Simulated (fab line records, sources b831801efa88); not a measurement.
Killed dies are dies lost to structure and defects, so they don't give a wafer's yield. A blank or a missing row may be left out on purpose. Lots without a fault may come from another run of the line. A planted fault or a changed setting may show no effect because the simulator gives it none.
fab line records | flow sky130
record lots=12 wafers=36 last_day=50
route steps=708 shown VIA4@642 METAL5@662 PAD_OPEN@708
lots that met no fault: from a run of the same line without faults
start_h: hours from the record's first day to the start of the lot's first wafer shown | wait_h: hours since the lot's step before | " the same as in the row above | L1.1+2: a row that stands for several wafers | - no value, or no start given | * or withheld: withheld | < > ~ a bound
route shown NAME@n: a module of which the file shows steps, and the number in the route of the first | usual: mean/standard deviation of fault-free wafers | same: alike in all rows | chamber/n: place in a boat | sites: the reading at each site | _std_site: their standard deviation | _edge_site: outer sites' mean less inner sites' | radius_mm: how far each site lies from the wafer's centre | mask NAME#n: copy n | behind: the tool/chamber that last shaped the wafer | hold: why the lot was held/for how many hours/how that ended | device: the transistor (n, p or np) that didn't switch | end of line: the same wafers' tests at the end of the route | a step without rows: its recipe alone | killed: dies lost to structure and defects at the first sort, not the wafer's yield | map: a wafer's dies, x killed, . not, _ none there
set.NAME: the setting as run; set.NAME@STEP: as run at that earlier step | model.NAME: the simulator's own value behind a step, which no gauge read
steps of the route over a sample of lots; a table a step, a row a wafer
services: from which hour (start_h, from the record's first day; less than 0 if before it) a tool's chamber was out of use, for how many hours, and why
## steps
# step SKY_VIA4_BOW_MEAS_03
# recipe mode=bow
# usual VIA4_BOW=79/9
# columns lot.wafer tool chamber start_h wait_h VIA4_BOW[um]
L430.3 film_metro-02 - 999.00 0.1 79
L430.4 " - " " 87
L430.5 " - " " 68
L432.4 film_metro-02 - 1024.00 0.2 78
L432.5 " - " " 80
L432.6 " - " " 76
L433.2 film_metro-02 - 1031.50 0.2 85
L433.4 " - " " 96
L433.6 " - " " 89
L435.1 film_metro-01 - 1035.48 0.1 81
L435.2 " - " " 87
L435.5 " - " " 83
L434.1 film_metro-02 - 1036.27 0.2 77
L434.5 " - " " 69
L434.6 " - " " 99
L436.1 film_metro-02 - 1045.08 0.1 82
L436.3 " - " " 98
L436.5 " - " " 77
L438.1 film_metro-04 - 1062.99 0.2 87
L438.3 " - " " 87
L438.4 " - " " 87
L440.1 film_metro-04 - 1072.10 0.1 72
L440.4 " - " " 59
L440.6 " - " " 63
L446.1 film_metro-01 - 1102.92 0.1 71
L446.2 " - " " 71
L446.3 " - " " 75
L447.1 film_metro-02 - 1106.21 0.2 77
L447.3 " - " " 80
L447.5 " - " " 79
L448.1 film_metro-01 - 1111.62 0.1 85
L448.4 " - " " 72
L448.6 " - " " 76
L449.2 film_metro-02 - 1117.92 0.2 75
L449.3 " - " " 76
L449.6 " - " " 84
# step SKY_VIA4_THK_MEAS_20
# recipe thk_meas_gauge=xrf reads=W_of_VIA4_CVD_18
# usual VIA4_W_THK=501/9.1
# columns lot.wafer tool chamber start_h wait_h VIA4_W_THK[nm]
L430.3 film_metro-04 - 1023.69 0.1 488
L430.4 " - " " 483
L430.5 " - " " 481
L432.4 film_metro-02 - 1047.33 0.1 499
L432.5 " - " " 492
L432.6 " - " " 500
L433.2 film_metro-02 - 1054.86 0.1 499
L433.4 " - " " 507
L433.6 " - " " 512
L435.1 film_metro-02 - 1058.40 0.1 500
L435.2 " - " " 508
L435.5 " - " " 513
L434.1 film_metro-01 - 1059.44 0.1 502
L434.5 " - " " 510
L434.6 " - " " 504
L436.1 film_metro-02 - 1067.85 0.1 501
L436.3 " - " " 503
L436.5 " - " " 502
L438.1 film_metro-04 - 1084.79 0.1 490
L438.3 " - " " 493
L438.4 " - " " 492
L440.1 film_metro-02 - 1093.96 0.1 520
L440.4 " - " " 521
L440.6 " - " " 518
L446.1 film_metro-02 - 1124.09 0.1 505
L446.2 " - " " 506
L446.3 " - " " 494
L447.1 film_metro-01 - 1126.57 0.1 506
L447.3 " - " " 502
L447.5 " - " " 508
L448.1 film_metro-04 - 1131.90 0.1 493
L448.4 " - " " 491
L448.6 " - " " 492
L449.2 film_metro-02 - 1137.81 0.1 506
L449.3 " - " " 502
L449.6 " - " " 500
# step SKY_METAL5_SPUTTER_01
# recipe material=TiN target_thk_nm=20 power_w=6500 time_s=16.7 chamber_pressure_pa=0.4
# usual cathode_dc_power_W=6500.0/1.2 throttle_valve_pct=29.7/0.91
# columns lot.wafer tool chamber start_h wait_h cathode_dc_power_W throttle_valve_pct
L430.3 pvd_sputter-02 - 1024.05 0.0 6498.4 30.4
L430.4 " - " " 6499.4 28.8
L430.5 " - " " 6500.0 28.6
L432.4 pvd_sputter-01 - 1047.68 0.0 6500.3 28.3
L432.5 " - " " 6498.4 28.3
L432.6 " - " " 6500.0 30.4
L433.2 pvd_sputter-02 - 1055.23 0.0 6500.3 30.4
L433.4 " - " " 6500.1 29.1
L433.6 " - " " 6501.1 30.3
L435.1 pvd_sputter-01 - 1058.78 0.0 6502.0 28.2
L435.2 " - " " 6499.4 30.4
L435.5 " - " " 6499.0 28.0
L434.1 pvd_sputter-02 - 1059.94 0.0 6499.2 28.8
L434.5 " - " " 6501.3 28.9
L434.6 " - " " 6498.5 30.2
L436.1 pvd_sputter-04 - 1068.23 0.0 6499.5 29.8
L436.3 " - " " 6499.8 31.5
L436.5 " - " " 6502.7 29.6
L438.1 pvd_sputter-04 - 1089.16 0.0 6497.0 31.6
L438.3 " - " " 6499.3 29.8
L438.4 " - " " 6498.7 29.8
L440.1 pvd_sputter-04 - 1096.36 0.0 6501.0 30.0
L440.4 " - " " 6500.5 29.7
L440.6 " - " " 6502.4 29.7
L446.1 pvd_sputter-02 - 1124.47 0.0 6499.4 29.0
L446.2 " - " " 6499.2 28.4
L446.3 " - " " 6501.9 30.4
L447.1 pvd_sputter-02 - 1126.95 0.0 6500.7 30.5
L447.3 " - " " 6498.3 28.9
L447.5 " - " " 6499.3 30.2
L448.1 pvd_sputter-01 - 1132.28 0.0 6500.8 30.2
L448.4 " - " " 6501.3 28.1
L448.6 " - " " 6501.0 29.1
L449.2 pvd_sputter-04 - 1138.18 0.0 6499.9 29.8
L449.3 " - " " 6501.2 29.9
L449.6 " - " " 6501.5 29.7
# step SKY_METAL5_SPUTTER_04
# recipe material=TiN target_thk_nm=70 power_w=6500 time_s=58.3 chamber_pressure_pa=0.4
# usual cathode_dc_power_W=6500.0/1.2 throttle_valve_pct=29.6/0.92
# columns lot.wafer tool chamber start_h wait_h cathode_dc_power_W throttle_valve_pct
L430.3 pvd_sputter-02 - 1024.15 0.0 6500.6 30.2
L430.4 " - " " 6499.6 28.4
L430.5 " - " " 6500.0 28.4
L432.4 pvd_sputter-01 - 1047.77 0.0 6498.0 28.2
L432.5 " - " " 6497.8 28.0
L432.6 " - " " 6499.7 30.4
L433.2 pvd_sputter-02 - 1055.32 0.0 6498.6 30.3
L433.4 " - " " 6499.7 28.7
L433.6 " - " " 6501.0 30.4
L435.1 pvd_sputter-01 - 1058.87 0.0 6499.5 28.2
L435.2 " - " " 6501.0 30.4
L435.5 " - " " 6502.4 28.2
L434.1 pvd_sputter-02 - 1060.03 0.0 6501.0 28.9
L434.5 " - " " 6499.4 28.8
L434.6 " - " " 6501.6 30.5
L436.1 pvd_sputter-04 - 1068.32 0.0 6500.5 29.5
L436.3 " - " " 6499.9 31.6
L436.5 " - " " 6503.2 29.9
L438.1 pvd_sputter-04 - 1089.25 0.0 6499.9 31.6
L438.3 " - " " 6500.0 29.6
L438.4 " - " " 6497.8 29.7
L440.1 pvd_sputter-04 - 1096.45 0.0 6501.2 29.7
L440.4 " - " " 6498.9 29.9
L440.6 " - " " 6500.1 29.7
L446.1 pvd_sputter-02 - 1124.57 0.0 6498.8 28.9
L446.2 " - " " 6498.6 28.7
L446.3 " - " " 7867.0 30.1
L447.1 pvd_sputter-02 - 1127.04 0.0 7866.9 30.4
L447.3 " - " " 6500.8 28.6
L447.5 " - " " 7868.1 30.4
L448.1 pvd_sputter-01 - 1132.37 0.0 6501.9 30.1
L448.4 " - " " 6500.3 28.2
L448.6 " - " " 6501.1 29.0
L449.2 pvd_sputter-04 - 1138.27 0.0 6499.2 29.9
L449.3 " - " " 6498.7 29.6
L449.6 " - " " 6499.7 29.7
# step SKY_METAL5_THK_MEAS_06
# recipe thk_meas_gauge=xrf reads=AlCu_of_METAL5_SPUTTER_02
# usual METAL5_ALCU_THK=1126/13
# columns lot.wafer tool chamber start_h wait_h METAL5_ALCU_THK[nm]
L430.3 film_metro-03 - 1024.34 0.1 1129
L430.4 " - " " 1147
L430.5 " - " " 1135
L432.4 film_metro-02 - 1047.97 0.1 1107
L432.5 " - " " 1094
L432.6 " - " " 1101
L433.2 film_metro-03 - 1055.50 0.1 1117
L433.4 " - " " 1124
L433.6 " - " " 1107
L435.1 film_metro-02 - 1059.04 0.1 1132
L435.2 " - " " 1126
L435.5 " - " " 1124
L434.1 film_metro-02 - 1060.20 0.1 1143
L434.5 " - " " 1140
L434.6 " - " " 1126
L436.1 film_metro-01 - 1068.49 0.1 1114
L436.3 " - " " 1121
L436.5 " - " " 1116
L438.1 film_metro-03 - 1089.42 0.1 1124
L438.3 " - " " 1116
L438.4 " - " " 1134
L440.1 film_metro-01 - 1096.66 0.1 1131
L440.4 " - " " 1120
L440.6 " - " " 1110
L446.1 film_metro-02 - 1124.74 0.1 1136
L446.2 " - " " 1130
L446.3 " - " " 1090
L447.1 film_metro-03 - 1127.21 0.1 1091
L447.3 " - " " 1137
L447.5 " - " " 1091
L448.1 film_metro-01 - 1132.54 0.1 1137
L448.4 " - " " 1126
L448.6 " - " " 1132
L449.2 film_metro-02 - 1138.45 0.1 1125
L449.3 " - " " 1118
L449.6 " - " " 1133
# step SKY_PAD_OPEN_PROBE_99
# usual defect_limited_yield=82.6/2.2 killed_at_M0_to_M3=43/7.9 killed_at_M4_up=2.9/1.8 killed_at_contacts=24/5.5 killed_at_front_end=15/4.2 killed_at_other=0.2/0.46 killed_dies=86/11 killed_open=47/8.1 killed_short=39/6.4 sort_bin_3_pad_short=0.9/0.44 sort_bin_5_function=10.3/1.4 sort_bin_6_memory=6.3/1.3 sort_n_pass=406/11 sort_yield_pct=82.6/2.2
# same gross_dies=492 killed_at_back_side=0 sort_bin_4_leakage[%]=0 sort_bin_8_speed[%]=0
# columns lot.wafer tool chamber start_h wait_h defect_limited_yield[%] killed_at_M0_to_M3 killed_at_M4_up killed_at_contacts killed_at_front_end killed_at_other killed_dies killed_open killed_short sort_bin_3_pad_short[%] sort_bin_5_function[%] sort_bin_6_memory[%] sort_n_pass sort_yield_pct[%]
L430.3 prober-01 - 1092.94 0.2 80.1 41 3 35 19 0 98 51 47 0.6 12.4 6.9 394 80.1
L430.4 prober-01 - 1092.99 0.2 81.5 48 2 20 21 0 91 54 37 1.4 11.2 5.9 401 81.5
L430.5 prober-01 - 1093.04 0.2 83.9 31 3 31 14 0 79 41 38 1.0 10.4 4.7 413 83.9
L432.4 prober-01 - 1111.31 0.2 82.9 47 1 19 16 1 84 47 37 0.6 11.0 5.5 408 82.9
L432.5 prober-01 - 1111.36 0.2 82.5 34 2 28 22 0 86 49 37 0.6 12.0 4.9 406 82.5
L432.6 prober-01 - 1111.41 0.2 81.9 35 4 37 12 1 89 47 42 0.8 9.8 7.5 403 81.9
L433.2 prober-02 - 1118.31 0.1 85.0 39 0 24 11 0 74 40 34 0.6 9.6 4.9 418 85.0
L433.4 prober-02 - 1118.41 0.2 81.7 43 0 26 20 1 90 49 41 0.6 9.6 8.1 402 81.7
L433.6 prober-02 - 1118.51 0.2 79.3 47 1 30 24 0 102 69 33 0.6 11.8 8.3 390 79.3
L435.1 prober-01 - 1123.01 0.1 85.4 36 2 19 15 0 72 38 34 1.0 8.7 4.9 420 85.4
L435.2 prober-01 - 1123.06 0.1 83.7 34 1 28 17 0 80 45 35 0.6 9.3 6.3 412 83.7
L435.5 prober-01 - 1123.21 0.2 83.5 45 1 24 11 0 81 49 32 0.4 10.6 5.5 411 83.5
L434.1 prober-02 - 1123.65 0.1 84.6 37 2 25 12 0 76 33 43 1.2 7.9 6.3 416 84.6
L434.5 prober-02 - 1123.85 0.2 82.5 50 2 23 11 0 86 46 40 0.6 11.2 5.7 406 82.5
L434.6 prober-02 - 1123.90 0.2 80.3 46 2 34 13 2 97 52 45 0.6 11.6 7.5 395 80.3
L436.1 prober-01 - 1131.55 0.1 83.9 41 4 18 16 0 79 41 38 1.0 10.0 5.1 413 83.9
L436.3 prober-01 - 1131.65 0.2 80.5 50 1 27 18 0 96 47 49 0.6 10.8 8.1 396 80.5
L436.5 prober-01 - 1131.75 0.2 85.4 32 1 24 15 0 72 40 32 0.6 9.1 4.9 420 85.4
L438.1 prober-01 - 1149.33 0.1 82.5 44 2 26 14 0 86 51 35 0.2 10.0 7.3 406 82.5
L438.3 prober-01 - 1149.43 0.2 84.3 37 0 28 12 0 77 40 37 1.0 7.9 6.7 415 84.3
L438.4 prober-01 - 1149.48 0.2 86.6 34 0 20 12 0 66 28 38 1.0 8.5 3.9 426 86.6
L440.1 prober-01 - 1157.52 0.1 81.9 44 2 23 19 1 89 56 33 0.6 9.8 7.7 403 81.9
L440.4 prober-01 - 1157.67 0.2 82.3 43 3 26 15 0 87 48 39 1.4 11.4 4.9 405 82.3
L440.6 prober-01 - 1157.77 0.2 84.1 38 2 30 8 0 78 46 32 0.6 10.0 5.3 414 84.1
L446.1 prober-01 - 1182.61 0.1 81.7 44 5 26 14 1 90 48 42 0.8 10.6 6.9 402 81.7
L446.2 prober-01 - 1182.66 0.1 84.6 37 3 24 12 0 76 39 37 1.0 10.0 4.5 416 84.6
L446.3 prober-01 - 1182.71 0.2 83.1 48 4 24 7 0 83 40 43 0.4 11.6 4.9 409 83.1
L447.1 prober-02 - 1185.08 0.1 79.7 54 2 25 19 0 100 46 54 1.8 10.6 7.9 392 79.7
L447.3 prober-02 - 1185.18 0.2 82.5 34 6 23 23 0 86 37 49 0.6 11.4 5.5 406 82.5
L447.5 prober-02 - 1185.28 0.2 83.9 43 1 21 14 0 79 44 35 0.4 8.9 6.7 413 83.9
L448.1 prober-01 - 1189.01 0.1 80.5 44 3 31 18 0 96 51 45 1.4 11.4 6.7 396 80.5
L448.4 prober-01 - 1189.16 0.2 82.3 48 4 21 14 0 87 38 49 1.6 10.0 6.1 405 82.3
L448.6 prober-01 - 1189.26 0.2 78.3 67 2 27 11 0 107 61 46 1.0 12.4 8.3 385 78.3
L449.2 prober-02 - 1195.08 0.1 84.3 39 4 27 7 0 77 40 37 1.0 9.3 5.3 415 84.3
L449.3 prober-02 - 1195.13 0.2 85.6 35 5 12 19 0 71 39 32 0.4 9.8 4.3 421 85.6
L449.6 prober-02 - 1195.28 0.2 80.5 41 5 29 20 1 96 54 42 1.4 10.6 7.5 396 80.5
# killed by level:class
L430.3 VIA1:geometric_particle:open=18 CONTACT:geometric_particle:open=10 CONTACT:geometric_particle:short=9 POLY_GATE:geometric_particle:short=7 METAL1:geometric_particle:short=7 LOCAL_INTERCONNECT:geometric_particle:short=6 FIELD_ISO:geometric_particle:short=5 LI_CONTACT:geometric_particle:open=5
L430.4 VIA1:geometric_particle:open=15 CONTACT:geometric_particle:open=8 VIA2:geometric_particle:open=6 FIELD_ISO:geometric_particle:open=5 METAL1:geometric_particle:short=5 VIA3:geometric_particle:open=5 FIELD_ISO:geometric_particle:short=4 LI_CONTACT:geometric_particle:open=4
L430.5 CONTACT:geometric_particle:open=9 VIA3:geometric_particle:open=8 LI_CONTACT:geometric_particle:open=7 VIA1:geometric_particle:open=6 CONTACT:geometric_particle:short=5 POLY_GATE:geometric_particle:short=5 LI_CONTACT:geometric_particle:short=4 LOCAL_INTERCONNECT:geometric_particle:short=4
L432.4 VIA1:geometric_particle:open=13 CONTACT:geometric_particle:open=8 METAL2:geometric_particle:short=7 FIELD_ISO:geometric_particle:short=6 VIA2:geometric_particle:open=6 VIA1:geometric_particle:short=5 POLY_GATE:geometric_particle:open=4 LI_CONTACT:geometric_particle:open=4
L432.5 LI_CONTACT:geometric_particle:open=9 CONTACT:geometric_particle:open=9 FIELD_ISO:geometric_particle:open=7 VIA3:geometric_particle:open=6 METAL1:geometric_particle:short=6 METAL2:geometric_particle:short=6 FIELD_ISO:geometric_particle:short=5 POLY_GATE:geometric_particle:open=5
L432.6 CONTACT:geometric_particle:open=11 LI_CONTACT:geometric_particle:open=10 VIA1:geometric_particle:open=10 VIA1:geometric_particle:short=9 CONTACT:geometric_particle:short=8 LOCAL_INTERCONNECT:geometric_particle:short=5 FIELD_ISO:geometric_particle:open=4 VIA2:geometric_particle:open=4
L433.2 VIA1:geometric_particle:open=8 LI_CONTACT:geometric_particle:open=7 CONTACT:geometric_particle:open=6 VIA3:geometric_particle:open=6 LOCAL_INTERCONNECT:geometric_particle:short=5 METAL1:geometric_particle:short=5 VIA1:geometric_particle:short=4 METAL2:geometric_particle:short=4
L433.4 VIA1:geometric_particle:open=10 CONTACT:geometric_particle:open=8 LI_CONTACT:geometric_particle:open=8 METAL2:geometric_particle:short=8 POLY_GATE:geometric_particle:open=6 FIELD_ISO:geometric_particle:open=5 VIA1:geometric_particle:short=5 CONTACT:geometric_particle:short=5
L433.6 CONTACT:geometric_particle:open=15 VIA1:geometric_particle:open=12 POLY_GATE:geometric_particle:open=11 VIA1:geometric_particle:short=6 LI_CONTACT:geometric_particle:open=6 VIA2:geometric_particle:open=6 VIA3:geometric_particle:open=5 FIELD_ISO:geometric_particle:open=4
L435.1 VIA1:geometric_particle:open=12 CONTACT:geometric_particle:short=5 VIA3:geometric_particle:open=5 FIELD_ISO:geometric_particle:open=4 FIELD_ISO:geometric_particle:short=4 LI_CONTACT:geometric_particle:short=4 POLY_GATE:geometric_particle:short=3 LI_CONTACT:geometric_particle:open=3
L435.2 CONTACT:geometric_particle:open=13 VIA1:geometric_particle:open=9 FIELD_ISO:geometric_particle:open=6 LOCAL_INTERCONNECT:geometric_particle:short=6 CONTACT:geometric_particle:short=5 METAL1:geometric_particle:short=4 VIA1:geometric_particle:short=4 VIA2:geometric_particle:open=4
L435.5 VIA1:geometric_particle:open=12 CONTACT:geometric_particle:open=10 VIA2:geometric_particle:open=7 VIA1:geometric_particle:short=6 METAL2:geometric_particle:short=6 VIA3:geometric_particle:open=5 LI_CONTACT:geometric_particle:open=4 POLY_GATE:geometric_particle:open=4
L434.1 METAL2:geometric_particle:short=8 CONTACT:geometric_particle:open=7 CONTACT:geometric_particle:short=7 VIA2:geometric_particle:open=7 LI_CONTACT:geometric_particle:open=6 FIELD_ISO:geometric_particle:short=5 POLY_GATE:geometric_particle:short=5 VIA3:geometric_particle:open=5
L434.5 VIA1:geometric_particle:open=12 CONTACT:geometric_particle:open=9 METAL1:geometric_particle:short=9 VIA3:geometric_particle:open=7 VIA2:geometric_particle:open=6 VIA3:geometric_particle:short=5 FIELD_ISO:geometric_particle:short=4 LI_CONTACT:geometric_particle:open=4
L434.6 CONTACT:geometric_particle:open=10 VIA1:geometric_particle:open=10 LI_CONTACT:geometric_particle:open=7 LOCAL_INTERCONNECT:geometric_particle:short=7 VIA3:geometric_particle:open=7 VIA2:geometric_particle:open=5 POLY_GATE:geometric_particle:short=5 VIA1:geometric_particle:short=5
L436.1 VIA1:geometric_particle:open=10 CONTACT:geometric_particle:open=7 METAL2:geometric_particle:short=5 VIA2:geometric_particle:open=5 LI_CONTACT:geometric_particle:open=5 METAL1:geometric_particle:short=5 VIA1:geometric_particle:short=5 FIELD_ISO:geometric_particle:open=4
L436.3 CONTACT:geometric_particle:open=12 VIA3:geometric_particle:short=9 METAL2:geometric_particle:short=8 LI_CONTACT:geometric_particle:open=7 VIA3:geometric_particle:open=7 VIA2:geometric_particle:open=6 POLY_GATE:geometric_particle:short=5 VIA1:geometric_particle:open=5
L436.5 CONTACT:geometric_particle:open=11 METAL2:geometric_particle:short=9 LI_CONTACT:geometric_particle:open=6 VIA2:geometric_particle:open=4 VIA1:geometric_particle:open=4 VIA3:geometric_particle:open=4 FIELD_ISO:geometric_particle:short=3 FIELD_ISO:geometric_particle:open=3
L438.1 CONTACT:geometric_particle:open=9 VIA1:geometric_particle:open=8 METAL2:geometric_particle:short=8 VIA1:geometric_particle:short=7 VIA3:geometric_particle:open=7 LI_CONTACT:geometric_particle:open=6 VIA2:geometric_particle:open=5 FIELD_ISO:geometric_particle:short=4
L438.3 LI_CONTACT:geometric_particle:open=8 VIA3:geometric_particle:open=8 CONTACT:geometric_particle:open=7 POLY_GATE:geometric_particle:short=6 CONTACT:geometric_particle:short=6 VIA1:geometric_particle:open=6 METAL2:geometric_particle:short=5 LI_CONTACT:geometric_particle:short=4
L438.4 CONTACT:geometric_particle:open=9 METAL2:geometric_particle:short=9 VIA3:geometric_particle:open=6 FIELD_ISO:geometric_particle:short=5 VIA1:geometric_particle:open=5 LOCAL_INTERCONNECT:geometric_particle:short=4 CONTACT:geometric_particle:short=4 METAL1:geometric_particle:short=4
L440.1 CONTACT:geometric_particle:open=13 VIA1:geometric_particle:open=9 VIA2:geometric_particle:open=8 POLY_GATE:geometric_particle:short=6 METAL2:geometric_particle:short=6 VIA3:geometric_particle:open=6 FIELD_ISO:geometric_particle:open=4 METAL1:geometric_particle:short=4
L440.4 LI_CONTACT:geometric_particle:open=12 VIA2:geometric_particle:short=8 VIA1:geometric_particle:open=6 VIA2:geometric_particle:open=6 VIA3:geometric_particle:open=6 CONTACT:geometric_particle:short=5 POLY_GATE:geometric_particle:open=4 VIA1:geometric_particle:short=4
L440.6 CONTACT:geometric_particle:open=12 VIA1:geometric_particle:open=9 VIA2:geometric_particle:open=9 CONTACT:geometric_particle:short=8 LI_CONTACT:geometric_particle:open=6 VIA2:geometric_particle:short=6 POLY_GATE:geometric_particle:open=4 VIA3:geometric_particle:open=4
L446.1 LI_CONTACT:geometric_particle:open=10 METAL1:geometric_particle:short=7 VIA1:geometric_particle:open=7 CONTACT:geometric_particle:open=6 VIA1:geometric_particle:short=6 VIA3:geometric_particle:open=5 VIA2:geometric_particle:short=5 FIELD_ISO:geometric_particle:open=4
L446.2 CONTACT:geometric_particle:open=8 VIA1:geometric_particle:open=8 METAL2:geometric_particle:short=8 LI_CONTACT:geometric_particle:open=5 LOCAL_INTERCONNECT:geometric_particle:short=5 METAL1:geometric_particle:short=5 VIA2:geometric_particle:open=5 FIELD_ISO:geometric_particle:open=4
L446.3 VIA1:geometric_particle:open=13 LI_CONTACT:geometric_particle:open=6 CONTACT:geometric_particle:short=6 VIA2:geometric_particle:open=6 CONTACT:geometric_particle:open=5 METAL3:geometric_particle:short=5 METAL2:geometric_particle:short=5 VIA2:geometric_particle:short=5
L447.1 VIA1:geometric_particle:open=15 LOCAL_INTERCONNECT:geometric_particle:short=7 CONTACT:geometric_particle:open=7 METAL3:geometric_particle:short=7 FIELD_ISO:geometric_particle:open=6 VIA1:geometric_particle:short=6 CONTACT:geometric_particle:short=5 METAL2:geometric_particle:short=5
L447.3 POLY_GATE:geometric_particle:short=8 VIA1:geometric_particle:open=8 METAL2:geometric_particle:short=8 FIELD_ISO:geometric_particle:short=7 LI_CONTACT:geometric_particle:open=7 CONTACT:geometric_particle:open=7 VIA1:geometric_particle:short=4 METAL1:geometric_particle:short=4
L447.5 CONTACT:geometric_particle:open=9 METAL3:geometric_particle:short=7 METAL2:geometric_particle:short=7 FIELD_ISO:geometric_particle:open=6 VIA1:geometric_particle:short=6 VIA1:geometric_particle:open=6 VIA3:geometric_particle:open=6 LI_CONTACT:geometric_particle:open=4
L448.1 CONTACT:geometric_particle:open=14 METAL1:geometric_particle:short=8 VIA2:geometric_particle:open=8 CONTACT:geometric_particle:short=7 VIA1:geometric_particle:open=6 FIELD_ISO:geometric_particle:short=5 LI_CONTACT:geometric_particle:open=5 POLY_GATE:geometric_particle:short=4
L448.4 METAL1:geometric_particle:short=9 VIA2:geometric_particle:open=7 VIA1:geometric_particle:open=7 LI_CONTACT:geometric_particle:open=6 CONTACT:geometric_particle:open=6 METAL2:geometric_particle:short=6 FIELD_ISO:geometric_particle:short=4 FIELD_ISO:geometric_particle:open=4
L448.6 VIA2:geometric_particle:open=13 CONTACT:geometric_particle:open=12 VIA3:geometric_particle:open=12 METAL3:geometric_particle:short=9 METAL2:geometric_particle:short=7 LI_CONTACT:geometric_particle:open=6 VIA1:geometric_particle:open=6 VIA2:geometric_particle:short=5
L449.2 CONTACT:geometric_particle:open=9 METAL1:geometric_particle:short=8 VIA1:geometric_particle:open=8 LI_CONTACT:geometric_particle:open=7 VIA3:geometric_particle:open=7 CONTACT:geometric_particle:short=5 FIELD_ISO:geometric_particle:short=4 METAL2:geometric_particle:short=4
L449.3 VIA1:geometric_particle:open=10 CONTACT:geometric_particle:open=6 POLY_GATE:geometric_particle:short=5 VIA3:geometric_particle:open=5 CONTACT:geometric_particle:short=4 METAL2:geometric_particle:short=4 VIA2:geometric_particle:open=4 FIELD_ISO:geometric_particle:open=3
L449.6 LI_CONTACT:geometric_particle:open=12 VIA1:geometric_particle:open=10 CONTACT:geometric_particle:open=7 LOCAL_INTERCONNECT:geometric_particle:short=6 VIA1:geometric_particle:short=6 METAL1:geometric_particle:open=5 POLY_GATE:geometric_particle:open=5 POLY_GATE:geometric_particle:short=4
## services
# columns tool chamber start_h hours kind
pvd_sputter-04 - 1029.03 4.7 repair
pvd_sputter-01 - 1043.98 1.0 repair
pvd_sputter-04 2 1107.47 - consumable_replace:kit
pvd_sputter-04 2 1107.47 18.0 scheduled_down
pvd_sputter-04 2 1107.47 18.0 vent_cycle
pvd_sputter-02 1 1114.19 - consumable_replace:kit
pvd_sputter-02 1 1114.19 18.0 scheduled_down
pvd_sputter-02 1 1114.19 18.0 vent_cycle
pvd_sputter-01 3 1117.59 - consumable_replace:kit
pvd_sputter-01 3 1117.59 18.0 scheduled_down
pvd_sputter-01 3 1117.59 18.0 vent_cycle
## key
first_sign step=SKY_METAL5_SPUTTER_04 reading=cathode_dc_power_W direction=up sigmas=99+ usual=6500.0 struck=7867.3
effect step=SKY_METAL5_THK_MEAS_06 reading=METAL5_ALCU_THK direction=down sigmas=2.7 usual=1126 struck=1091
met_at SKY_METAL5_SPUTTER_04
struck_lots L446,L447
struck_wafers L446.3,L447.1,L447.5
not_acting_at SKY_VIA4_BOW_MEAS_03,SKY_VIA4_THK_MEAS_20,SKY_METAL5_SPUTTER_01
onset_between 1060.03 1124.57
fault kind=process_parameter_drift tool=pvd_sputter-02 chamber=- onset_h=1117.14 steps=SKY_METAL5_SPUTTER_04 channel=power_w offset=* shape=step end_h=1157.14 acts_in=* stated=* scope=struck_wafers_only
